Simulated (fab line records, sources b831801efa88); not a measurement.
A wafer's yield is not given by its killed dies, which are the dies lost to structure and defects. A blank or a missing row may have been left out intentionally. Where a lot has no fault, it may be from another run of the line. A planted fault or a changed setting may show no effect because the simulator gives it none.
Which tool did it?    flow gf180mcu    42 wafers from 14 lots sampled at 4 of the route's 602 steps

WHAT THE GAUGES READ, wafer by wafer
The record holds no reading of a measuring or inspecting step that can be judged against a usual standard deviation.

EACH LOT AND THE TOOL THAT RAN IT (in order: tool; ch and the chambers of the sampled wafers; start)
lot   GF_V1_SPUTTER_21             GF_V1_CVD_23                  GF_M2_SPUTTER_04             GF_M2_DEVELOP_13
L563  pvdSputter-03, day 17 21:01  cvdW-02 ch 0,1, day 17 21:07  pvdSputter-02, day 17 22:04  lithoTrack-02 ch 0, day 18 22:04
L564  pvdSputter-02, day 18 06:40  cvdW-01 ch 0,1, day 18 06:48  pvdSputter-03, day 18 07:32  lithoTrack-01 ch 0, day 19 07:27
L567  pvdSputter-01, day 19 10:41  cvdW-01 ch 0, day 19 10:47    pvdSputter-02, day 19 11:41  lithoTrack-01 ch 0, day 20 11:52
L570  pvdSputter-02, day 20 20:17  cvdW-01 ch 0,1, day 20 20:29  pvdSputter-03, day 20 21:15  lithoTrack-01, day 21 21:12
L571  pvdSputter-01, day 21 09:47  cvdW-01 ch 0,1, day 21 09:53  pvdSputter-04, day 21 10:40  lithoTrack-04, day 22 10:04
L575  pvdSputter-01, day 22 16:58  cvdW-01 ch 0,1, day 22 17:04  pvdSputter-04, day 22 17:51  lithoTrack-04 ch 0, day 23 16:07
L576  pvdSputter-02, day 23 01:46  cvdW-01 ch 0,1, day 23 01:52  pvdSputter-04, day 23 02:43  lithoTrack-01 ch 0, day 24 01:04
L577  pvdSputter-02, day 23 08:32  cvdW-02 ch 1, day 23 08:38    pvdSputter-03, day 23 09:25  lithoTrack-01 ch 0, day 24 07:25
L578  pvdSputter-02, day 23 11:47  cvdW-02 ch 0,1, day 23 11:56  pvdSputter-04, day 23 12:40  lithoTrack-01 ch 0, day 24 11:19
L579  pvdSputter-02, day 24 01:10  cvdW-02 ch 0,1, day 24 01:16  pvdSputter-03, day 24 02:03  lithoTrack-04 ch 0, day 25 00:07
L580  pvdSputter-03, day 24 13:40  cvdW-01 ch 0,1, day 24 13:46  pvdSputter-02, day 24 14:33  lithoTrack-01 ch 0, day 25 11:58
L582  pvdSputter-02, day 25 02:46  cvdW-01 ch 0,1, day 25 02:55  pvdSputter-03, day 25 03:40  lithoTrack-04 ch 0, day 26 00:41
L584  pvdSputter-03, day 25 17:47  cvdW-01 ch 0,1, day 25 17:53  pvdSputter-02, day 25 18:40  lithoTrack-02 ch 0, day 26 15:19
L585  pvdSputter-01, day 26 05:52  cvdW-02 ch 0,1, day 26 05:58  pvdSputter-02, day 26 06:45  lithoTrack-02 ch 0, day 27 03:53
- GF_V1_SPUTTER_21: material Ti, target thk 15 nm, time 80.02 s.
- GF_V1_CVD_23: deposits W, target thk 350 nm, time 105.05 s.
- GF_M2_SPUTTER_04: material TiN, target thk 50 nm, time 41.7 s.
- GF_M2_DEVELOP_13: develop time 60 s.

WHAT THE TOOLS THEMSELVES READ (means of the sampled wafers that have a number; where no wafer has one, the mark that the record gives instead)
GF_V1_SPUTTER_21. Usual: throttleValvePct reads 30.1 % (standard deviation 0.99).
lot   tool           throttleValvePct (%)  flag
L563  pvdSputter-03  30.5                  
L564  pvdSputter-02  29.9                  
L567  pvdSputter-01  29.7                  
L570  pvdSputter-02  29.9                  
L571  pvdSputter-01  29.9                  
L575  pvdSputter-01  29.5                  
L576  pvdSputter-02  30.7                  
L577  pvdSputter-02  29.9                  
L578  pvdSputter-02  29.8                  
L579  pvdSputter-02  30.0                  
L580  pvdSputter-03  31.3                  
L582  pvdSputter-02  30.1                  
L584  pvdSputter-03  30.4                  
L585  pvdSputter-01  30.5                  

GF_V1_CVD_23. Usual: heaterPowerW reads 804 W (standard deviation 110).
lot   tool     heaterPowerW (W)  flag
L563  cvdW-02  857               
L564  cvdW-01  785               
L567  cvdW-01  663               
L570  cvdW-01  788               
L571  cvdW-01  726               
L575  cvdW-01  730               
L576  cvdW-01  741               
L577  cvdW-02  946               
L578  cvdW-02  906               
L579  cvdW-02  905               
L580  cvdW-01  739               
L582  cvdW-01  795               
L584  cvdW-01  738               
L585  cvdW-02  877               

GF_M2_SPUTTER_04. Usual: throttleValvePct reads 30.2 % (standard deviation 1.3).
lot   tool           throttleValvePct (%)  flag
L563  pvdSputter-02  29.5                  
L564  pvdSputter-03  30.5                  
L567  pvdSputter-02  30.2                  
L570  pvdSputter-03  30.8                  
L571  pvdSputter-04  30.7                  
L575  pvdSputter-04  29.0                  
L576  pvdSputter-04  28.6                  
L577  pvdSputter-03  30.2                  
L578  pvdSputter-04  29.0                  
L579  pvdSputter-03  31.3                  
L580  pvdSputter-02  29.7                  
L582  pvdSputter-03  30.9                  
L584  pvdSputter-02  30.1                  
L585  pvdSputter-02  29.8                  

GF_M2_DEVELOP_13. Usual: chillPlateTempC reads 23.02 C (standard deviation 0.12).
lot   tool           chillPlateTempC (C)  flag
L563  lithoTrack-02  23.05                
L564  lithoTrack-01  23.04                
L567  lithoTrack-01  23.00                
L570  lithoTrack-01  -                    OFF
L571  lithoTrack-04  -                    OFF
L575  lithoTrack-04  22.81                
L576  lithoTrack-01  23.04                
L577  lithoTrack-01  22.96                
L578  lithoTrack-01  23.06                
L579  lithoTrack-04  23.02                
L580  lithoTrack-01  23.04                
L582  lithoTrack-04  23.05                
L584  lithoTrack-02  23.09                
L585  lithoTrack-02  22.97                

THE ANSWER, worked out from the rows above alone
Rule: lot off if the mean of its wafers having a number is beyond 3 standard deviations from the usual mean. A lot without any number at a reading at which 4 lots or more have one is off too. Any other lot the step has rows for is counted as sound. First the gauges in route order, then the tools' own readings, where a lot's mean is used as printed above. The first step at which some lot is off is used, and at that step the reading that is off furthest; a lot without a number counts as furthest.
Off: L570, L571 (GF_M2_DEVELOP_13, chillPlateTempC). Without a number there: L570, L571.
A tool fits if, at that step or a process step before it, it ran every lot that is off, and no sound lot after the first of them. Not one of the candidates tried fits.

WHAT THE SIMULATOR HAD PUT IN
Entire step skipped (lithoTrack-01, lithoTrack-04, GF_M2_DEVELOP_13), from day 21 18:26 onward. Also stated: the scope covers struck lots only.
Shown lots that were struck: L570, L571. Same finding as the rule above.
